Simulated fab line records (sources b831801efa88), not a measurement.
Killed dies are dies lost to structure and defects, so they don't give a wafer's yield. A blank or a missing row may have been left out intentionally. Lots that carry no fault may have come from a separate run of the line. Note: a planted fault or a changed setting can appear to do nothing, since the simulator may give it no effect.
A lot that was struck, set against a sound lot :: flow gf180mcu :: 30 out of 602 route steps
Sound: the wafers L291.4, L291.5, L291.6. Struck: wafer L306.2 (left out: L306.3, L306.6 of the same lot, which were not struck); the cause appears at the end.
For every step that has rows: the tool of each side, followed by ch and its chambers, followed by its first start. Under that, the readings that differ: sound wafers :: struck wafers :: difference of the means :: sigmas: that difference in standard deviations of wafers without a fault.
alike: same words and numbers on both sides, and readings whose means sit less than 2 such deviations apart. not compared: any withheld reading, any reading some wafer has no value for, any bound like >300 that may hide the same value, and any number with overlapping values for which the record gives no deviation.
The two part at a step that has a row with sigmas, a row that says differs or no value, or rows on one side only. Non-overlapping numbers with no deviation appear without sigmas and do not part them. Lack of a reading on every wafer of one side parts them only where that side has two or more wafers.

first, 3 steps without rows for these wafers: GF_PSD_EXPOSE_04 (exposes mask Pplus, target cd 400 nm); GF_PSD_PEB_05; GF_PSD_DEVELOP_06 (develop time 60 s).
GF_PSD_CD_MEAS_07 targets a cd of 400 nm.
  sound: cdSem-01 at day 16 09:59; struck: cdSem-02 at day 21 14:37
  alike: cdNm
GF_PSD_OVL_MEAS_08:
  sound: overlay-02 at day 16 10:04; struck: overlay-02 at day 21 14:44
  alike: PSD_OVL
after that, 1 step had no rows for these wafers: GF_PSD_IMPLANT_09.
GF_PSD_STRIP_10: strips in O2/N2.
  sound on plasmaAsher-01 ch 0,1, day 16 10:16; struck on plasmaAsher-01 ch 1, day 21 14:55
reading: oesProductAu (a.u.)
sound: 0.587 0.589 0.597
struck: 0.600
difference: +0.009
sigmas: +2

reading: rfHoursCounterH (h)
sound: - - -
struck: 38
difference: no value on the sound wafers
sigmas: 
  alike: drypumpMotorCurrentA, heaterPowerW, platenTempC, stripTimeToEndpointS
GF_PSD_TW_MEAS_11:
  sound: filmMetro-04 at day 16 10:22; struck: filmMetro-02 at day 21 15:01
  alike: PSD_TW
then, 1 step without rows for these wafers: GF_PSD_CLEAN_12 (cleans in SC1/SC2, time 150 s).
GF_PSD_RTA_13: time 20 s.
  sound on rtpAnneal-02 ch 0, day 16 10:29; struck on rtpAnneal-02 ch 0, day 21 15:08
  alike: chamberO2Ppm, lampPowerPct, wafer_temp_C_max
GF_PSD_RS_MEAS_14: uses a four-point probe to measure.
  sound: filmMetro-04 at day 16 10:35; struck: filmMetro-04 at day 21 15:13
  alike: NSD_RS
GF_PSD_RS_MEAS_15: uses a four-point probe to measure.
  sound: filmMetro-04 at day 16 10:42; struck: filmMetro-04 at day 21 15:20
  alike: PSD_RS
GF_SAB_CVD_00: deposits SiO2 from TEOS, target thk 50 nm, time 4.9302 s.
  sound on pecvd-02 ch 0,1,2, day 16 10:46; struck on pecvd-01 ch 1, day 21 15:26
reading: model.SiO2_of_SAB_CVD_00.thkNm (nm)
sound: 50.96 51.08 51.18
struck: 41.37
difference: -9.70
sigmas: 
  alike: heaterPowerW
GF_SAB_THK_MEAS_01:
  sound: filmMetro-02 at day 16 10:49; struck: filmMetro-03 at day 21 15:28
reading: SAB_CVD_00_THK (nm)
sound: 51.0 51.0 51.2
struck: 41.3
difference: -9.8
sigmas: -14
then, 7 steps without rows for these wafers: GF_SAB_DEHYDRATE_02 (time 60 s); GF_SAB_HMDS_03 (prime time 60 s); GF_SAB_COAT_04 (resist thk 1000 nm); GF_SAB_SOFTBAKE_05 (time 60 s); GF_SAB_EXPOSE_06 (exposes mask SAB, target cd 420 nm); GF_SAB_PEB_07; GF_SAB_DEVELOP_08 (develop time 60 s).
GF_SAB_CD_MEAS_09 targets a cd of 420 nm.
  sound: cdSem-02 at day 17 09:49; struck: cdSem-01 at day 22 15:04
  alike: cdNm
GF_SAB_OVL_MEAS_10:
  sound: overlay-02 at day 17 09:53; struck: overlay-02 at day 22 15:11
  alike: SAB_OVL
GF_SAB_ETCH_11: etches SiO2 in C4F8/O2/Ar, target depth 55 nm, time 8.5 s.
  sound on rieDiel-01 ch 0,1,3, day 17 09:55; struck on rieDiel-03 ch 0, day 22 15:13
  alike: oesProductAu
  not compared: rfHoursCounterH
then, 1 step without rows for these wafers: GF_SAB_WET_ETCH_12 (etches SiO2 in dHF, target depth 22 nm, time 440 s).
GF_SAB_STRIP_13: strips in O2/N2.
  sound on plasmaAsher-01 ch 0,1, day 17 10:05; struck on plasmaAsher-04 ch 1, day 22 15:29
reading: rfHoursCounterH (h)
sound: - - -
struck: 74
difference: no value on the sound wafers
sigmas: 

reading: stripTimeToEndpointS (s)
sound: 12.53 12.56 12.57
struck: 12.63
difference: +0.08
sigmas: +2
  alike: drypumpMotorCurrentA, heaterPowerW, oesProductAu, platenTempC
then, 1 step without rows for these wafers: GF_SALICIDE_CLEAN_00 (cleans in SC1/SC2, time 150 s).
GF_SALICIDE_WET_ETCH_01: etches SiO2 in dHF, target depth 5 nm, time 100 s.
  sound on wetBench-02 ch 2, day 17 10:14; struck on wetBench-03 ch 1, day 22 15:38
reading: model.SiO2_of_SAB_CVD_00.thkNm (nm)
sound: 40.22 40.35 40.55
struck: 30.65
difference: -9.72
sigmas: 
  alike: bathHeatDutyPct
GF_SALICIDE_SPUTTER_02: material Co, target thk 10 nm, time 20 s.
  sound: pvdSputter-02 at day 17 10:16; struck: pvdSputter-02 at day 22 15:40
  alike: throttleValvePct
-- the record jumps here: 12 days lie between the struck wafers' starts before and after (it left off in module SALICIDE and takes up again in module PASSIVATION, whose first step shown is number 602 of the route) --
GF_PASSIVATION_PROBE_99:
  record: rows for the struck wafers here (prober-01, day 34 17:53), none for the sound ones

== WHERE THEY PART ==
Last at GF_PASSIVATION_PROBE_99 as far as this record goes, first at GF_PSD_STRIP_10.

WHY: whatever the simulator had introduced
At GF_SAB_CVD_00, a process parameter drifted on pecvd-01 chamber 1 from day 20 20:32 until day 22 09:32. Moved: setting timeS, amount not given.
